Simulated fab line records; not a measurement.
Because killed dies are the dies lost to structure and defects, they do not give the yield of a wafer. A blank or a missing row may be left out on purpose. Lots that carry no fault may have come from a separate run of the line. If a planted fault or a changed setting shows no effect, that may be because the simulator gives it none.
What tool caused it?    flow sky130    Sampling: 10 lots, 30 wafers, 3 of 708 route steps

WHAT EACH GAUGE READ, for each wafer
SKY_METAL5_THK_MEAS_06: measures by xrf.
lot   measured      on             METAL5_ALCU_THK (nm)
L180  day 42 23:46  film-metro-03  1130 1129 1138
L182  day 43 16:58  film-metro-01  1130 1147 1143
L184  day 44 02:05  film-metro-01  1144 1139 1145
L186  day 44 23:30  film-metro-01  1024 1038 1033
L188  day 45 09:46  film-metro-02  1133 1118 1131
L189  day 45 15:53  film-metro-03  1049 1048 1045
L195  day 47 02:48  film-metro-01  1143 1136 1133
L197  day 47 21:15  film-metro-03  1162 1163 1169
L199  day 48 03:34  film-metro-03  1125 1121 1142
L201  day 48 17:02  film-metro-03  1174 1139 1164

TOOL THAT RAN EACH LOT (tool first, then ch and the chambers of the sampled wafers, then the start)
lot   SKY_VIA4_CMP_21                SKY_METAL5_SPUTTER_04
L180  cmp-01 ch 0,2, day 42 23:10    pvd-sputter-04, day 42 23:35
L182  cmp-01 ch 2,3, day 43 16:26    pvd-sputter-04, day 43 16:48
L184  cmp-01 ch 1,2, day 44 01:32    pvd-sputter-02, day 44 01:55
L186  cmp-01 ch 0,1,3, day 44 23:01  pvd-sputter-02, day 44 23:20
L188  cmp-01 ch 1,2,3, day 45 09:11  pvd-sputter-03, day 45 09:36
L189  cmp-02 ch 0,2,3, day 45 15:27  pvd-sputter-02, day 45 15:43
L195  cmp-02 ch 1,2,3, day 47 02:11  pvd-sputter-03, day 47 02:37
L197  cmp-02 ch 0,1,3, day 47 20:40  pvd-sputter-03, day 47 21:05
L199  cmp-01 ch 0,1,3, day 48 02:59  pvd-sputter-04, day 48 03:24
L201  cmp-01 ch 0,3, day 48 16:28    pvd-sputter-03, day 48 16:51
- SKY_VIA4_CMP_21: polishes, stops on SiO2, t overpolish 25 s, target thk 0 nm.
- SKY_METAL5_SPUTTER_04: material TiN, target thk 70 nm, time 58.3 s.

THE ANSWER, worked out from the rows above alone
Rule: usual is defined by the lots themselves. The widest of any qualifying gaps counts: lots, ordered by their means at a reading, are off when they make up no more than a third of the lots, leave a main group of 4 or more, and stand apart from it by 3 or more times the standard deviation of that group's means. A main group is skipped when, at the precision printed for the reading in the tables above, its means are all equal. Also off: a lot with no number at a reading for which 4 or more lots have one. Any other lot the step has rows for is counted as sound.
Off: L186, L189, at SKY_METAL5_THK_MEAS_06 (METAL5_ALCU_THK). Mean 1142 nm and standard deviation 13 in the main group.
If a tool, at a process step before that reading, ran all the lots that are off and no sound lot after the first of them, it fits. Those tools and the gauges at SKY_METAL5_THK_MEAS_06 are tried in the same way. One fits: pvd-sputter-02 at SKY_METAL5_SPUTTER_04. A fault onset in the window from L184 (day 44 01:55, its last sound lot) to L186 (day 44 23:20, its first lot off) fits.

WHAT HAD BEEN PUT IN BY THE SIMULATOR
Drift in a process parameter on pvd-sputter-02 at SKY_METAL5_SPUTTER_04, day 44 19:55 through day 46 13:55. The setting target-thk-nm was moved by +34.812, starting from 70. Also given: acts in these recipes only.
Shown lots that were struck: L186, L189. The rule above reached the same finding.
